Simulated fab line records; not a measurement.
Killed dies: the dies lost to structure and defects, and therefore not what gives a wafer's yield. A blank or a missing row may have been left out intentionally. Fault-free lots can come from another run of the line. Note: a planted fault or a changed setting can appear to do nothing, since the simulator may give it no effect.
fab line records + flow sky130
record
- lots=6
- wafers=18
- last-day=48
route steps=708 shown LDD_HVP@287 LDD_LDN@289
lots that met no fault: from a run of the same line without faults
start-h: hours from the record's first day to the start of the lot's first wafer shown + wait-h: time in hours since the lot's previous step + " identical to the entry in the row above + L1.1+2: one row covering several wafers at once + - no value, or no start given + * or withheld: withheld + < > ~ a bound
route shown NAME@n: names a module that has steps shown in the file, with the first one's number in the route + usual: mean and standard deviation over wafers with no fault + same: alike in all rows + chamber/n: place in a boat + sites: each site's reading + _std_site: the standard deviation of these + _edge_site: the outer-site mean with the inner-site mean subtracted + radius-mm: for every site, how far away it sits from the centre of the wafer + mask NAME#n: copy n + behind: the tool/chamber that last shaped the wafer + hold: cause of the lot's hold/its duration in hours/its outcome + device: the transistor (n, p or np) that didn't switch + end of line: the route-end tests of the same wafers + for a step that has no rows: nothing shown but its recipe + killed: at the first sort, the dies lost to defects and structure; wafer yield is something else + map: the dies of a wafer, with x for killed, . for not killed, _ for no die there
set.NAME: the run value of the setting; set.NAME@STEP: its run value at that earlier step + model.NAME: the simulator's own value behind a step, which no gauge read
lots seen at some steps along the route; tables by step, rows by wafer
services: from which hour (start-h, from the record's first day; less than 0 if before it) a tool's chamber was out of use, for how many hours, and why
## steps
# step SKY_LDD_HVP_STRIP_09
# recipe
- chemistry=O2/N2
- power-w=1400
- pressure-mtorr=1500
- platen-temp-c=withheld
- o2-flow-sccm=3000
- n2-flow-sccm=300
- overash-fraction=0.5
# usual
- drypump-motor-current-A=5.6/0.32
- oes-product-au=0.409/0.0044
- strip-time-to-endpoint-s=4.135/0.013
| lot.wafer | tool            | chamber | start-h | wait-h | drypump-motor-current-A | oes-product-au | rf-hours-counter-h | strip-time-to-endpoint-s |
|-----------|-----------------|---------|---------|--------|-------------------------|----------------|--------------------|--------------------------|
| L206.1    | plasma-asher-01 | 1       | 528.12  | 0.1    | 5.6                     | 0.407          | 8                  | 4.131                    |
| L206.3    | "               | 1       | "       | "      | 5.6                     | 0.414          | -                  | 4.128                    |
| L206.5    | "               | 0       | "       | "      | 5.3                     | 0.410          | -                  | 4.125                    |
| L212.1    | plasma-asher-02 | 0       | 569.37  | 0.1    | 5.3                     | 0.407          | 41                 | 4.123                    |
| L212.5    | "               | 1       | "       | "      | 5.7                     | 0.412          | -                  | 4.120                    |
| L212.6    | "               | 0       | "       | "      | 5.3                     | 0.412          | -                  | 4.113                    |
| L216.2    | plasma-asher-02 | 1       | 607.87  | 0.1    | 5.7                     | 0.417          | 45                 | 4.133                    |
| L216.3    | "               | 1       | "       | "      | 5.7                     | 0.403          | -                  | 4.135                    |
| L216.5    | "               | 1       | "       | "      | 5.7                     | 0.402          | -                  | 4.129                    |
| L217.1    | plasma-asher-01 | 0       | 618.76  | 0.1    | 5.3                     | 0.410          | 17                 | 4.150                    |
| L217.4    | "               | 1       | "       | "      | 5.6                     | 0.406          | -                  | 4.139                    |
| L217.6    | "               | 1       | "       | "      | 5.6                     | 0.414          | -                  | 4.153                    |
| L218.1    | plasma-asher-02 | 0       | 624.07  | 0.1    | 5.3                     | 0.411          | 46                 | 4.131                    |
| L218.3    | "               | 1       | "       | "      | 5.7                     | 0.403          | -                  | 4.132                    |
| L218.5    | "               | 1       | "       | "      | 5.8                     | 0.406          | -                  | 4.134                    |
| L219.3    | plasma-asher-01 | 1       | 629.41  | 0.1    | 5.6                     | 0.408          | -                  | 4.135                    |
| L219.5    | "               | 0       | "       | "      | 5.3                     | 0.411          | -                  | 4.141                    |
| L219.6    | "               | 1       | "       | "      | 5.6                     | 0.408          | -                  | 4.143                    |
# step SKY_LDD_HVP_TW_MEAS_10
# usual
- LDD_HVP_TW=459.8/1.9
| lot.wafer | tool          | chamber | start-h | wait-h | LDD_HVP_TW |
|-----------|---------------|---------|---------|--------|------------|
| L206.1    | film-metro-01 | -       | 528.22  | 0.1    | 460.1      |
| L206.3    | "             | -       | "       | "      | 460.4      |
| L206.5    | "             | -       | "       | "      | 458.5      |
| L212.1    | film-metro-02 | -       | 569.47  | 0.1    | 460.8      |
| L212.5    | "             | -       | "       | "      | 459.6      |
| L212.6    | "             | -       | "       | "      | 458.9      |
| L216.2    | film-metro-02 | -       | 607.98  | 0.1    | 458.1      |
| L216.3    | "             | -       | "       | "      | 457.0      |
| L216.5    | "             | -       | "       | "      | 454.7      |
| L217.1    | film-metro-01 | -       | 618.86  | 0.1    | 465.2      |
| L217.4    | "             | -       | "       | "      | 464.6      |
| L217.6    | "             | -       | "       | "      | 466.0      |
| L218.1    | film-metro-01 | -       | 624.17  | 0.1    | 459.9      |
| L218.3    | "             | -       | "       | "      | 461.0      |
| L218.5    | "             | -       | "       | "      | 463.0      |
| L219.3    | film-metro-02 | -       | 629.49  | 0.1    | 458.7      |
| L219.5    | "             | -       | "       | "      | 461.2      |
| L219.6    | "             | -       | "       | "      | 459.8      |
# step SKY_LDD_LDN_DEHYDRATE_00
# recipe
- temp-c=200
- time-s=60
# step SKY_LDD_LDN_HMDS_01
# recipe
- prime-time-s=60
- prime-temp-c=120
# step SKY_LDD_LDN_COAT_02
# recipe
- resist=NOVOLAK
- spin-rpm=3000
- resist-thk-nm=1140
# step SKY_LDD_LDN_SOFTBAKE_03
# recipe
- temp-c=90
- time-s=60
- resist=NOVOLAK
# step SKY_LDD_LDN_EXPOSE_04
# recipe
- mask-id=LDNTM
- na=0.6
- source-shape=conventional
- sigma-outer=0.6
- polarization=unpolarized
- target-cd-nm=700
- dose-mj=140
# step SKY_LDD_LDN_PEB_05
# recipe
- temp-c=withheld
- time-s=*
- resist=NOVOLAK
# step SKY_LDD_LDN_DEVELOP_06
# recipe
- resist=NOVOLAK
- developer=TMAH
- develop-time-s=60
- dev-temp-c=23
# step SKY_LDD_LDN_OVL_MEAS_07
# usual
- LDD_LDN_OVL=1.0/1.2
| lot.wafer | tool       | chamber | start-h | wait-h | LDD_LDN_OVL[nm] |
|-----------|------------|---------|---------|--------|-----------------|
| L206.1    | overlay-02 | -       | 557.85  | 0.1    | 0.2             |
| L206.3    | "          | -       | "       | "      | 0.7             |
| L206.5    | "          | -       | "       | "      | 1.8             |
| L212.1    | overlay-01 | -       | 599.35  | 0.1    | 0.4             |
| L212.5    | "          | -       | "       | "      | 2.9             |
| L212.6    | "          | -       | "       | "      | -0.2            |
| L216.2    | overlay-01 | -       | 636.60  | 0.1    | 3.1             |
| L216.3    | "          | -       | "       | "      | 0.9             |
| L216.5    | "          | -       | "       | "      | 1.4             |
| L217.1    | overlay-01 | -       | 646.85  | 0.1    | 1.3             |
| L217.4    | "          | -       | "       | "      | 0.4             |
| L217.6    | "          | -       | "       | "      | 0.8             |
| L218.1    | overlay-02 | -       | 652.94  | 0.1    | 0.4             |
| L218.3    | "          | -       | "       | "      | -1.0            |
| L218.5    | "          | -       | "       | "      | -0.8            |
| L219.3    | overlay-02 | -       | 657.80  | 0.1    | 0.3             |
| L219.5    | "          | -       | "       | "      | 0.3             |
| L219.6    | "          | -       | "       | "      | -2.0            |
# step SKY_LDD_LDN_IMPLANT_08
# recipe
- species=As
- energy-kev=15
- dose-cm2=1.25e+13
- tilt-deg=withheld
- rotation-deg=23
# step SKY_LDD_LDN_IMPLANT_09
# recipe
- species=As
- energy-kev=15
- dose-cm2=1.25e+13
- tilt-deg=withheld
- rotation-deg=113
# step SKY_LDD_LDN_IMPLANT_10
# recipe
- species=As
- energy-kev=15
- dose-cm2=1.25e+13
- tilt-deg=withheld
- rotation-deg=203
# usual
- beam-energy-keV=14.999/0.0045
- beam-on-s=9.99/0.22
- faraday-current-uA=70.6/1.5
| lot.wafer | tool         | chamber | start-h | wait-h | beam-energy-keV | beam-on-s | faraday-current-uA |
|-----------|--------------|---------|---------|--------|-----------------|-----------|--------------------|
| L206.1    | implanter-03 | 0       | 558.18  | 0.1    | 14.998          | 10.07     | 69.8               |
| L206.3    | "            | 0       | "       | "      | 15.002          | 10.26     | 68.4               |
| L206.5    | "            | 0       | "       | "      | 14.998          | 9.81      | 72.1               |
| L212.1    | implanter-01 | 0       | 599.68  | 0.1    | 15.005          | 10.19     | 69.3               |
| L212.5    | "            | 0       | "       | "      | 15.000          | 9.83      | 71.6               |
| L212.6    | "            | 0       | "       | "      | 14.997          | 9.98      | 70.5               |
| L216.2    | implanter-03 | -       | 636.96  | 0.1    | -               | -         | -                  |
| L216.3    | "            | -       | "       | "      | -               | -         | -                  |
| L216.5    | "            | -       | "       | "      | -               | -         | -                  |
| L217.1    | implanter-01 | -       | 647.18  | 0.1    | -               | -         | -                  |
| L217.4    | "            | -       | "       | "      | -               | -         | -                  |
| L217.6    | "            | -       | "       | "      | -               | -         | -                  |
| L218.1    | implanter-02 | 0       | 653.27  | 0.1    | 15.010          | 9.92      | 71.1               |
| L218.3    | "            | 0       | "       | "      | 15.005          | 9.89      | 71.0               |
| L218.5    | "            | 0       | "       | "      | 15.001          | 9.96      | 71.0               |
| L219.3    | implanter-02 | 0       | 658.17  | 0.1    | 14.984          | 10.17     | 69.3               |
| L219.5    | "            | 0       | "       | "      | 14.994          | 10.00     | 70.8               |
| L219.6    | "            | 0       | "       | "      | 14.994          | 9.95      | 70.9               |
# step SKY_LDD_LDN_IMPLANT_11
# recipe
- species=As
- energy-kev=15
- dose-cm2=1.25e+13
- tilt-deg=withheld
- rotation-deg=293
# step SKY_LDD_LDN_STRIP_12
# recipe
- chemistry=O2/N2
- power-w=1400
- pressure-mtorr=1500
- platen-temp-c=withheld
- o2-flow-sccm=3000
- n2-flow-sccm=300
- overash-fraction=0.5
# usual
- drypump-motor-current-A=5.9/0.45
- oes-product-au=0.716/0.0049
- strip-time-to-endpoint-s=14.19/0.047
| lot.wafer | tool            | chamber | start-h | wait-h | drypump-motor-current-A | oes-product-au | rf-hours-counter-h | strip-time-to-endpoint-s |
|-----------|-----------------|---------|---------|--------|-------------------------|----------------|--------------------|--------------------------|
| L206.1    | plasma-asher-01 | 0       | 558.48  | 0.1    | 5.3                     | 0.707          | 12                 | 14.21                    |
| L206.3    | "               | 1       | "       | "      | 5.6                     | 0.722          | -                  | 14.21                    |
| L206.5    | "               | 1       | "       | "      | 5.6                     | 0.714          | -                  | 14.24                    |
| L212.1    | plasma-asher-01 | 1       | 599.98  | 0.1    | 5.6                     | 0.709          | 16                 | 14.13                    |
| L212.5    | "               | 0       | "       | "      | 5.3                     | 0.710          | -                  | 14.17                    |
| L212.6    | "               | 1       | "       | "      | 5.6                     | 0.722          | -                  | 14.14                    |
| L216.2    | plasma-asher-03 | 0       | 637.23  | 0.1    | 6.7                     | 0.717          | 80                 | 14.20                    |
| L216.3    | "               | 1       | "       | "      | 5.5                     | 0.715          | -                  | 14.24                    |
| L216.5    | "               | 1       | "       | "      | 5.6                     | 0.721          | -                  | 14.23                    |
| L217.1    | plasma-asher-04 | 0       | 647.48  | 0.1    | 5.9                     | 0.719          | 99                 | 14.20                    |
| L217.4    | "               | 1       | "       | "      | 6.2                     | 0.720          | -                  | 14.17                    |
| L217.6    | "               | 1       | "       | "      | 6.2                     | 0.718          | -                  | 14.19                    |
| L218.1    | plasma-asher-01 | 0       | 653.57  | 0.1    | 5.2                     | 0.716          | 21                 | 14.20                    |
| L218.3    | "               | 0       | "       | "      | 5.2                     | 0.723          | -                  | 14.16                    |
| L218.5    | "               | 1       | "       | "      | 5.6                     | 0.712          | -                  | 14.20                    |
| L219.3    | plasma-asher-04 | 1       | 658.46  | 0.1    | 6.2                     | 0.730          | -                  | 14.17                    |
| L219.5    | "               | 1       | "       | "      | 6.2                     | 0.723          | -                  | 14.19                    |
| L219.6    | "               | 0       | "       | "      | 5.9                     | 0.719          | -                  | 14.14                    |
# step SKY_LDD_LDN_TW_MEAS_13
# usual
- LDD_LDN_TW=1479/8.4
| lot.wafer | tool          | chamber | start-h | wait-h | hold                     | LDD_LDN_TW |
|-----------|---------------|---------|---------|--------|--------------------------|------------|
| L206.1    | film-metro-02 | -       | 558.58  | 0.1    | -                        | 1491       |
| L206.3    | "             | -       | "       | "      | -                        | 1489       |
| L206.5    | "             | -       | "       | "      | -                        | 1492       |
| L212.1    | film-metro-04 | -       | 600.08  | 0.1    | -                        | 1481       |
| L212.5    | "             | -       | "       | "      | -                        | 1483       |
| L212.6    | "             | -       | "       | "      | -                        | 1475       |
| L216.2    | film-metro-04 | -       | 637.34  | 0.1    | await-dispo/0.2h/release | 1358       |
| L216.3    | "             | -       | "       | "      | await-dispo/0.2h/release | 1360       |
| L216.5    | "             | -       | "       | "      | await-dispo/0.2h/release | 1358       |
| L216.2    | film-metro-04 | -       | 637.70  | 0.3    | -                        | 1356       |
| L216.3    | "             | -       | "       | "      | -                        | 1366       |
| L216.5    | "             | -       | "       | "      | -                        | 1361       |
| L217.1    | film-metro-03 | -       | 647.58  | 0.1    | await-dispo/0.2h/release | 1353       |
| L217.4    | "             | -       | "       | "      | await-dispo/0.2h/release | 1359       |
| L217.6    | "             | -       | "       | "      | await-dispo/0.2h/release | 1358       |
| L217.1    | film-metro-03 | -       | 647.89  | 0.3    | -                        | 1360       |
| L217.4    | "             | -       | "       | "      | -                        | 1353       |
| L217.6    | "             | -       | "       | "      | -                        | 1354       |
| L218.1    | film-metro-04 | -       | 653.67  | 0.1    | -                        | 1483       |
| L218.3    | "             | -       | "       | "      | -                        | 1488       |
| L218.5    | "             | -       | "       | "      | -                        | 1485       |
| L219.3    | film-metro-02 | -       | 658.54  | 0.1    | -                        | 1497       |
| L219.5    | "             | -       | "       | "      | -                        | 1494       |
| L219.6    | "             | -       | "       | "      | -                        | 1493       |
## services
| tool            | chamber | start-h | hours | kind   |
|-----------------|---------|---------|-------|--------|
| plasma-asher-04 | -       | 512.98  | 0.6   | repair |
| implanter-01    | -       | 518.52  | 4.4   | pm     |
| plasma-asher-02 | -       | 523.35  | 11.1  | repair |
| implanter-03    | -       | 532.85  | 2.6   | repair |
| implanter-02    | -       | 533.45  | 1.0   | repair |
| plasma-asher-03 | -       | 569.07  | 1.4   | repair |
| plasma-asher-02 | -       | 578.45  | 1.5   | repair |
| plasma-asher-03 | -       | 625.50  | 5.5   | repair |
| implanter-03    | -       | 627.89  | 1.0   | repair |
| implanter-03    | -       | 628.92  | 1.8   | pm     |
| implanter-03    | -       | 630.73  | 3.9   | pm     |
| plasma-asher-03 | -       | 630.99  | 2.8   | pm     |
## key
first-sign
- step=SKY_LDD_LDN_IMPLANT_10
- reading=tool-record
- direction=missing
effect
- step=SKY_LDD_LDN_TW_MEAS_13
- reading=visit
- direction=added
effect
- step=SKY_LDD_LDN_TW_MEAS_13
- reading=LDD_LDN_TW
- direction=down
- sigmas=15
- usual=1479
- struck=1358
met-at SKY_LDD_LDN_IMPLANT_10
struck-wafers L216.2,L216.3,L216.5,L217.1,L217.4,L217.6
later-rows-left-out L216.2,L216.3,L216.5,L217.1,L217.4,L217.6
sort-left-out L216.2,L216.3,L216.5,L217.1,L217.4,L217.6
tester-left-out L216,L217
onset-between 599.68 636.96
fault
- kind=skipped-step-whole
- tool=implanter-01,implanter-03
- chamber=-
- onset-h=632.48
- steps=SKY_LDD_LDN_IMPLANT_10
- scope=struck-lots-only
# tester-left-out: of these lots the tester's yield and bins aren't shown, on N5 and GAA mostly nor the transistor test; their killed dies are dies lost to structure and defects alone, not to doping, threshold or leakage, so they don't give the yield
# sort-left-out: the simulated sort isn't trusted on such a fault, so these wafers' sort isn't shown, and their yield isn't known
# later-rows-left-out: the simulator's readings of these wafers behind a module that went badly wrong aren't trusted and aren't shown, but for the sort
